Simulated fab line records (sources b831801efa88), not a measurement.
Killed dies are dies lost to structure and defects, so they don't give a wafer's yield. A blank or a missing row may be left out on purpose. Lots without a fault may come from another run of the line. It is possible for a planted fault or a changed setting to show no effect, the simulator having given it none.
Which tool is to blame? -- flow gf180mcu -- 36 wafers from 12 lots sampled at 2 of the route's 602 steps

## WHAT THE GAUGES SHOWED, per wafer
GF_V3_THK_MEAS_25: measures by xrf. Usual: V3_W_THK 360 nm, standard deviation 6.2.
lot,measured,on,V3_W_THK (nm),flag
L865,day 23 01:19,film-metro-02,348 350 359,
L866,day 23 05:58,film-metro-03,360 359 354,
L867,day 23 16:07,film-metro-03,359 359 373,
L871,day 25 09:36,film-metro-02,363 354 358,
L875,day 27 00:04,film-metro-03,356 352 359,
L878,day 27 08:10,film-metro-03,355 362 356,
L879,day 27 14:55,film-metro-02,356 358 361,
L880,day 27 21:04,film-metro-02,352 360 354,
L885,day 29 04:55,film-metro-01,369 368 370,
L886,day 29 11:59,film-metro-03,358 358 357,
L887,day 29 19:10,film-metro-01,363 365 368,
L888,day 29 20:24,film-metro-03,363 371 371,

## TOOL THAT RAN EACH LOT (tool first, then ch and the chambers of the sampled wafers, then the start)
lot,GF_V3_STRIP_18
L865,"plasma-asher-03 ch 0,1, day 23 00:26"
L866,"plasma-asher-03 ch 0,1, day 23 05:04"
L867,"plasma-asher-01 ch 0,1, day 23 15:13"
L871,"plasma-asher-03 ch 0,1, day 25 08:43"
L875,"plasma-asher-03 ch 0,1, day 26 22:52"
L878,"plasma-asher-02 ch 0,1, day 27 07:13"
L879,"plasma-asher-03 ch 1, day 27 13:37"
L880,"plasma-asher-03 ch 1, day 27 20:12"
L885,"plasma-asher-02 ch 0,1, day 29 03:57"
L886,"plasma-asher-03 ch 0,1, day 29 11:00"
L887,"plasma-asher-03 ch 0,1, day 29 18:07"
L888,"plasma-asher-01 ch 0,1, day 29 19:30"
- GF_V3_STRIP_18: strips in O2/N2.

## AS READ BY THE TOOLS THEMSELVES (means over the sampled wafers that have a number; for cases with no such wafer, the mark the record gives instead)
GF_V3_STRIP_18. Usual: drypump-motor-current-A 5.8 A, standard deviation 0.47; heater-power-w 324 W, standard deviation 30; oes-product-au 0.593 a.u., standard deviation 0.0049.
lot,tool,drypump-motor-current-A (A),heater-power-w (W),oes-product-au (a.u.),flag
L865,plasma-asher-03,5.9,347,0.594,
L866,plasma-asher-03,5.5,341,0.596,
L867,plasma-asher-01,5.7,283,0.595,
L871,plasma-asher-03,5.9,344,0.595,
L875,plasma-asher-03,5.9,348,0.592,
L878,plasma-asher-02,5.9,344,0.593,
L879,plasma-asher-03,5.2,334,0.593,
L880,plasma-asher-03,5.2,333,0.591,
L885,plasma-asher-02,6.0,342,0.589,
L886,plasma-asher-03,5.5,338,0.591,
L887,plasma-asher-03,5.9,343,0.588,
L888,plasma-asher-01,5.6,291,0.588,

## THE ANSWER, worked out from the rows above alone
Rule: lot off if the mean of its wafers having a number is beyond 3 standard deviations from the usual mean. A lot without any number at a reading at which 4 lots or more have one is off too. The other lots that the step has rows for count as sound. First the gauges in route order, then the tools' own readings, where a lot's mean is used as printed above. At the first step where some lot is off, the reading lying furthest off is the one used; lots without a number count as furthest.
Nothing can be told from this: no lot is off at any reading shown.

## WHAT THE SIMULATOR HAD INSERTED
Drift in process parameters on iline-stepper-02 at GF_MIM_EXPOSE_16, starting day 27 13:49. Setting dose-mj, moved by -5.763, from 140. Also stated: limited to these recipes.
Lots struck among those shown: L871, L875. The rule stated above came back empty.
